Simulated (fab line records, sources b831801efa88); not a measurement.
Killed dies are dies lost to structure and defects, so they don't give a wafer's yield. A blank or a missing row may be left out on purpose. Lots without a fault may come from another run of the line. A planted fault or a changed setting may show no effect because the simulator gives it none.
Which tool did it? | flow sky130 | 10 lots, 30 wafers sampled, at 5 steps of a route of 708

WHAT THE GAUGES READ, wafer by wafer
SKY_VIA2_THK_MEAS_01. Usual: VIA2_HDPCVD_THK 1173 nm, standard deviation 17.
lot  | measured     | on            | VIA2_HDPCVD_THK (nm) | flag
L677 | day 35 14:26 | film_metro-01 | 1177 1175 1164       |
L680 | day 36 11:14 | film_metro-04 | 1193 1176 1162       |
L683 | day 37 11:29 | film_metro-04 | 1189 1179 1183       |
L684 | day 38 08:40 | film_metro-04 | 1155 1147 1142       |
L687 | day 38 19:20 | film_metro-04 | 1172 1147 1170       |
L688 | day 39 01:25 | film_metro-04 | 1169 1191 1178       |
L696 | day 41 05:26 | film_metro-03 | 1165 1179 1179       |
L697 | day 41 11:08 | film_metro-04 | 1177 1196 1193       |
L698 | day 41 21:26 | film_metro-01 | 1200 1184 1213       |
L699 | day 42 04:25 | film_metro-03 | 1178 1196 1185       |

WHICH TOOL RAN EACH LOT (tool, then ch and the chambers of the sampled wafers, then the start)
lot  | SKY_VIA1_CVD_21               | SKY_METAL2_ETCH_18                | SKY_METAL2_METAL_ETCH_19          | SKY_METAL2_STRIP_20
L677 | cvd_w-01 ch 0,1, day 34 09:38 | rie_metal-02 ch 0,1, day 35 13:29 | rie_metal-02 ch 0,1, day 35 13:34 | plasma_asher-01 ch 0,1, day 35 13:39
L680 | cvd_w-02 ch 0,1, day 35 05:58 | rie_metal-03 ch 0, day 36 10:09   | rie_metal-03 ch 0, day 36 10:16   | plasma_asher-01 ch 0,1, day 36 10:27
L683 | cvd_w-01 ch 0,1, day 36 07:49 | rie_metal-03 ch 0,1, day 37 10:37 | rie_metal-03 ch 0,1, day 37 10:41 | plasma_asher-03 ch 0,1, day 37 10:46
L684 | cvd_w-02 ch 0, day 37 05:16   | rie_metal-03 ch 0, day 38 07:47   | rie_metal-03 ch 0, day 38 07:52   | plasma_asher-01 ch 0,1, day 38 07:57
L687 | cvd_w-01 ch 0,1, day 37 16:46 | rie_metal-03 ch 0,1, day 38 18:23 | rie_metal-03 ch 0,1, day 38 18:28 | plasma_asher-02 ch 0,1, day 38 18:33
L688 | cvd_w-01 ch 0,1, day 37 22:02 | rie_metal-04 ch 1, day 39 00:22   | rie_metal-04 ch 1, day 39 00:30   | plasma_asher-02 ch 0,1, day 39 00:41
L696 | cvd_w-02 ch 0,1, day 40 02:58 | rie_metal-04 ch 0,1, day 41 04:34 | rie_metal-04 ch 0,1, day 41 04:38 | plasma_asher-01 ch 0,1, day 41 04:43
L697 | cvd_w-01 ch 0,1, day 40 09:16 | rie_metal-02 ch 0,1, day 41 10:13 | rie_metal-02 ch 0,1, day 41 10:17 | plasma_asher-01 ch 0,1, day 41 10:22
L698 | cvd_w-02 ch 0,1, day 40 20:16 | rie_metal-04 ch 0,1, day 41 20:29 | rie_metal-04 ch 0,1, day 41 20:34 | plasma_asher-02 ch 0,1, day 41 20:39
L699 | cvd_w-02 ch 0,1, day 41 04:08 | rie_metal-04 ch 0,1, day 42 03:30 | rie_metal-04 ch 0,1, day 42 03:34 | plasma_asher-02 ch 0,1, day 42 03:40
- SKY_VIA1_CVD_21: deposits W, target thk 270 nm, time 80.902 s.
- SKY_METAL2_ETCH_18: etches BARC in N2/H2, stops on SiO2, time 45.9 s, target depth 60 nm.
- SKY_METAL2_METAL_ETCH_19: etches the open film in Cl2/BCl3, stops on SiO2, target depth 360 nm, time 78 s.
- SKY_METAL2_STRIP_20: strips in O2/N2.

WHAT THE TOOLS THEMSELVES READ (means of the sampled wafers that have a number; where no wafer has one, the mark that the record gives instead)
SKY_VIA1_CVD_21. Usual: heater_power_w 830 W, standard deviation 140.
lot  | tool     | heater_power_w (W) | flag
L677 | cvd_w-01 | 824                |
L680 | cvd_w-02 | 847                |
L683 | cvd_w-01 | 826                |
L684 | cvd_w-02 | 1053               |
L687 | cvd_w-01 | 738                |
L688 | cvd_w-01 | 836                |
L696 | cvd_w-02 | 904                |
L697 | cvd_w-01 | 818                |
L698 | cvd_w-02 | 835                |
L699 | cvd_w-02 | 821                |

SKY_METAL2_ETCH_18. Usual: bias_w 100.0 W, standard deviation 0.32; drypump_motor_current_A 5.7 A, standard deviation 0.54; n2_flow_sccm 100.0 sccm, standard deviation 0.3; oes_product_au 0.854 a.u., standard deviation 0.0047; throttle_valve_pct 13.224 %, standard deviation 0.0086.
lot  | tool         | bias_w (W) | drypump_motor_current_A (A) | n2_flow_sccm (sccm) | oes_product_au (a.u.) | throttle_valve_pct (%) | flag
L677 | rie_metal-02 | 99.9       | 5.9                         | 99.7                | 0.852                 | 13.216                 |
L680 | rie_metal-03 | 100.1      | 5.4                         | 100.2               | 0.852                 | 13.228                 |
L683 | rie_metal-03 | 99.6       | 6.1                         | 100.3               | 0.856                 | 13.221                 |
L684 | rie_metal-03 | 100.0      | 5.4                         | 99.8                | 0.852                 | 13.222                 |
L687 | rie_metal-03 | 100.0      | 6.1                         | 100.1               | 0.854                 | 13.227                 |
L688 | rie_metal-04 | 99.5       | 5.2                         | 100.4               | 0.860                 | 13.222                 |
L696 | rie_metal-04 | 100.4      | 5.3                         | 100.2               | 0.852                 | 13.224                 |
L697 | rie_metal-02 | 100.2      | 5.9                         | 99.7                | 0.859                 | 13.227                 |
L698 | rie_metal-04 | 100.1      | 5.3                         | 99.6                | 0.849                 | 13.219                 |
L699 | rie_metal-04 | 99.8       | 5.5                         | 99.9                | 0.855                 | 13.236                 |

SKY_METAL2_METAL_ETCH_19. Usual: bias_w 48.48 W, standard deviation 0.13; drypump_motor_current_A 5.7 A, standard deviation 0.55; oes_product_au 0.855 a.u., standard deviation 0.0055; throttle_valve_pct 22.264 %, standard deviation 0.0091.
lot  | tool         | bias_w (W) | drypump_motor_current_A (A) | oes_product_au (a.u.) | throttle_valve_pct (%) | flag
L677 | rie_metal-02 | 48.42      | 5.9                         | 0.852                 | 22.273                 |
L680 | rie_metal-03 | 48.51      | 5.4                         | 0.851                 | 22.274                 |
L683 | rie_metal-03 | 48.51      | 6.1                         | 0.858                 | 22.259                 |
L684 | rie_metal-03 | 60.00      | 5.4                         | 0.853                 | 22.269                 | OFF
L687 | rie_metal-03 | 52.46      | 6.1                         | 0.858                 | 22.268                 | OFF
L688 | rie_metal-04 | 48.44      | 5.2                         | 0.854                 | 22.262                 |
L696 | rie_metal-04 | 48.59      | 5.3                         | 0.857                 | 22.261                 |
L697 | rie_metal-02 | 48.46      | 5.9                         | 0.857                 | 22.272                 |
L698 | rie_metal-04 | 48.37      | 5.3                         | 0.849                 | 22.264                 |
L699 | rie_metal-04 | 48.39      | 5.5                         | 0.852                 | 22.265                 |

SKY_METAL2_STRIP_20. Usual: drypump_motor_current_A 5.6 A, standard deviation 0.59; n2_flow_sccm 300.0 sccm, standard deviation 0.89; oes_product_au 0.343 a.u., standard deviation 0.005; strip_time_to_endpoint_s 2.69 s, standard deviation 0.054.
lot  | tool            | drypump_motor_current_A (A) | n2_flow_sccm (sccm) | oes_product_au (a.u.) | strip_time_to_endpoint_s (s) | flag
L677 | plasma_asher-01 | 5.1                         | 299.8               | 0.342                 | 2.72                         |
L680 | plasma_asher-01 | 5.1                         | 300.6               | 0.340                 | 2.63                         |
L683 | plasma_asher-03 | 5.4                         | 299.7               | 0.341                 | 2.61                         |
L684 | plasma_asher-01 | 5.3                         | 299.8               | 0.335                 | 2.45                         | OFF
L687 | plasma_asher-02 | 5.9                         | 299.8               | 0.337                 | 2.55                         |
L688 | plasma_asher-02 | 6.3                         | 299.9               | 0.341                 | 2.74                         |
L696 | plasma_asher-01 | 5.1                         | 300.1               | 0.346                 | 2.69                         |
L697 | plasma_asher-01 | 5.1                         | 300.0               | 0.342                 | 2.76                         |
L698 | plasma_asher-02 | 5.9                         | 300.1               | 0.342                 | 2.68                         |
L699 | plasma_asher-02 | 6.2                         | 299.5               | 0.345                 | 2.70                         |

THE ANSWER, worked out from the rows above alone
Rule: a lot is off if the mean of its wafers that have a number lies more than 3 standard deviations from the usual mean. A lot without any number at a reading at which 4 lots or more have one is off too. The other lots that the step has rows for count as sound. The gauges are gone through in route order, then the tools' own readings, and for those a lot's mean is taken as printed above. The first step at which some lot is off is used, and at that step the reading that is off furthest; a lot without a number counts as furthest.
Off: L684, L687, at SKY_METAL2_METAL_ETCH_19 (bias_w).
A tool fits if, at that step or a process step before it, it ran every lot that is off, and no sound lot after the first of them. One fits: rie_metal-03 at SKY_METAL2_ETCH_18 and SKY_METAL2_METAL_ETCH_19. At SKY_METAL2_ETCH_18 its last sound lot is L683 (day 37 10:37), its first lot that is off L684 (day 38 07:47): a fault that began between those two fits.

WHAT THE SIMULATOR HAD PUT IN
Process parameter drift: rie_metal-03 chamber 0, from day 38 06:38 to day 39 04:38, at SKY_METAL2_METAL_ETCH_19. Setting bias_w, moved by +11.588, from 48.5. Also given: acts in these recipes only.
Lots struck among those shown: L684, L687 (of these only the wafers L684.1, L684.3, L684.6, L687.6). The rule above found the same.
